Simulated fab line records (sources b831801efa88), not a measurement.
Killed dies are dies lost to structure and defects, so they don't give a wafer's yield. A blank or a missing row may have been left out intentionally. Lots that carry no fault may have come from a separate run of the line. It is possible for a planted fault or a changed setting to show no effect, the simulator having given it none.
2 desks looking at one fault / flow gf180mcu / every desk sees just its own numbers, and what lay behind them comes last

THE TOOL OWNER'S DESK: litho track-04
Per lot that ran on this tool, the mean of the sampled wafers carrying a number, from the tool's own readings at GF_V4_SOFTBAKE_10 (time 60 s). The brackets show how far a lot's mean lies from the usual mean; more than 4 standard deviations puts the lot out of limits, marked OUT.
Columns: A = heater power total W at GF_V4_SOFTBAKE_10, usual 93.05 W; B = plate temp C at GF_V4_SOFTBAKE_10, usual 129.99 C
lot=L425; first seen here=day 23 19:00; A=92.98; B=129.88
lot=L426; first seen here=day 24 10:00; A=93.03; B=130.12
lot=L427; first seen here=day 24 20:00; A=92.35 (-11) OUT; B=129.14 (-6.0) OUT
lot=L428; first seen here=day 25 06:00; A=92.28 (-12) OUT; B=129.18 (-5.8) OUT
lot=L437; first seen here=day 28 07:00; A=93.03; B=130.15
lot=L442; first seen here=day 29 21:00; A=92.98; B=129.87
lot=L443; first seen here=day 30 05:00; A=93.01; B=129.93
lot=L446; first seen here=day 30 19:00; A=93.02; B=130.13
This desk's verdict: out of limits on L427, L428, starting with L427 at day 24 20:00 (heater power total W at GF_V4_SOFTBAKE_10). Within limits: L425, L426, L437, L442, L443, L446.

METROLOGY DESK
Means of the sampled wafers that have a number, per lot and without regard to the tool the lot ran on: this is what the gauges read. The brackets show how far a lot's mean lies from the usual mean; more than 4 standard deviations puts the lot out of limits, marked OUT.
Columns: A = V3_CVD_02_THK at GF_V3_THK_MEAS_03, usual 852 nm; B = cd nm at GF_V4_CD_MEAS_14, usual 259.8 nm
lot=L425; first seen here=day 21 05:01; A=856; B=260.7
lot=L426; first seen here=day 21 20:29; A=849; B=259.6
lot=L427; first seen here=day 22 07:40; A=844; B=257.0
lot=L428; first seen here=day 22 17:50; A=850; B=256.6
lot=L437; first seen here=day 26 01:01; A=855; B=260.0
lot=L438; first seen here=day 26 04:38; A=849; B=260.1
lot=L439; first seen here=day 26 22:40; A=858; B=260.4
lot=L441; first seen here=day 27 11:55; A=852; B=260.1
lot=L442; first seen here=day 27 17:19; A=841; B=260.4
lot=L443; first seen here=day 28 02:41; A=852; B=257.8
lot=L444; first seen here=day 28 08:35; A=859; B=259.8
lot=L445; first seen here=day 28 15:25; A=853; B=262.4
lot=L446; first seen here=day 28 18:33; A=856; B=258.4
Finding of this desk: none of the 13 lots has anything out of limits.

BROUGHT TOGETHER
At day 24 20:00, on L427, L428, the tool owner's desk was in a position to raise an alarm.
From the metrology desk's view, nothing was out of limits.
The metrology desk holds a record of L427, L428, inside its limits.
Every lot named ran GF_V4_SOFTBAKE_10 on litho track-04.

WHAT WAS PUT IN BY THE SIMULATOR
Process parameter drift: litho track-04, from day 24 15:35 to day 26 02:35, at GF_V4_SOFTBAKE_10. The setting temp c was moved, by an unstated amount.
Struck lots among those shown: L427, L428.
Time in hours from fault onset to the first out-of-limits reading at each desk: the tool owner's desk, 4.
